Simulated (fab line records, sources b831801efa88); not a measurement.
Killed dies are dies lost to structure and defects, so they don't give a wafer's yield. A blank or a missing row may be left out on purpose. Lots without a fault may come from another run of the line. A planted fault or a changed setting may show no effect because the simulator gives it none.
Which tool did it? | flow gf180mcu | 15 lots, 45 wafers sampled, at 2 steps of a route of 602

WHAT THE GAUGES READ, wafer by wafer
GF_V1_CD_MEAS_14: target cd 260 nm.
lot  | measured     | on        | cd_nm (nm)
L984 | day 18 15:25 | cd_sem-02 | 259.3 259.9 259.6
L986 | day 19 08:26 | cd_sem-02 | 260.5 259.5 259.3
L987 | day 19 23:11 | cd_sem-01 | 259.0 259.0 259.5
L988 | day 20 04:16 | cd_sem-01 | 260.5 260.3 260.1
L991 | day 21 08:08 | cd_sem-02 | 263.7 263.9 264.2
L990 | day 21 08:18 | cd_sem-01 | 260.9 260.1 259.5
L992 | day 21 13:53 | cd_sem-02 | 259.8 259.6 260.3
L996 | day 23 03:10 | cd_sem-01 | 258.7 257.6 258.7
L999 | day 24 01:14 | cd_sem-02 | 258.5 257.9 257.8
L100 | day 24 07:34 | cd_sem-01 | 262.8 261.5 261.7
L101 | day 25 01:28 | cd_sem-01 | 260.3 261.8 260.0
L103 | day 25 05:34 | cd_sem-01 | 260.1 259.8 260.7
L104 | day 25 11:14 | cd_sem-01 | 260.7 259.9 258.5
L105 | day 25 18:27 | cd_sem-01 | 259.3 259.5 259.1
L106 | day 26 02:39 | cd_sem-01 | 258.3 258.5 259.3

GF_V1_OVL_MEAS_15.
lot  | measured     | on         | V1_OVL (nm)
L984 | day 18 15:31 | overlay-01 | 0 3 2
L986 | day 19 08:33 | overlay-01 | -11 -14 -11
L987 | day 19 23:18 | overlay-01 | -11 -2 -7
L988 | day 20 04:22 | overlay-01 | -12 -8 -14
L991 | day 21 08:16 | overlay-02 | 1 -4 -5
L990 | day 21 08:25 | overlay-01 | -14 -18 -10
L992 | day 21 14:00 | overlay-01 | -2 -5 0
L996 | day 23 03:17 | overlay-01 | -5 -1 -2
L999 | day 24 01:22 | overlay-01 | 4 1 -4
L100 | day 24 07:39 | overlay-01 | -4 2 4
L101 | day 25 01:34 | overlay-01 | -7 -5 -7
L103 | day 25 05:40 | overlay-01 | -4 -6 -6
L104 | day 25 11:21 | overlay-02 | 4 -11 -9
L105 | day 25 18:31 | overlay-01 | -1 -6 1
L106 | day 26 02:46 | overlay-02 | -11 -6 -8

WHICH TOOL RAN EACH LOT (tool, then ch and the chambers of the sampled wafers, then the start)
The record holds no process step before these readings.

WHAT THE TOOLS THEMSELVES READ (means of the sampled wafers that have a number; where no wafer has one, the mark that the record gives instead)
The record holds no such reading with a usual standard deviation.

THE ANSWER, worked out from the rows above alone
Rule: what is usual is taken from the lots themselves. Put in order of their means at a reading, lots are off if they are a third of the lots or fewer, leave a main group of 4 or more, and stand apart from it by a gap of 3 or more times the standard deviation of the main group's means; of several such gaps the widest counts. A main group whose means are all the same, to the digits that the tables above print for the reading, isn't used. A lot without any number at a reading at which 4 lots or more have one is off too. The other lots that the step has rows for count as sound. The gauges are gone through in route order, then the tools' own readings, and for those a lot's mean is taken as printed above. The first step at which some lot is off is used, and at that step the reading that is off furthest; a lot without a number counts as furthest.
No lot is off at any reading shown: from this, nothing can be told.

WHAT THE SIMULATOR HAD PUT IN
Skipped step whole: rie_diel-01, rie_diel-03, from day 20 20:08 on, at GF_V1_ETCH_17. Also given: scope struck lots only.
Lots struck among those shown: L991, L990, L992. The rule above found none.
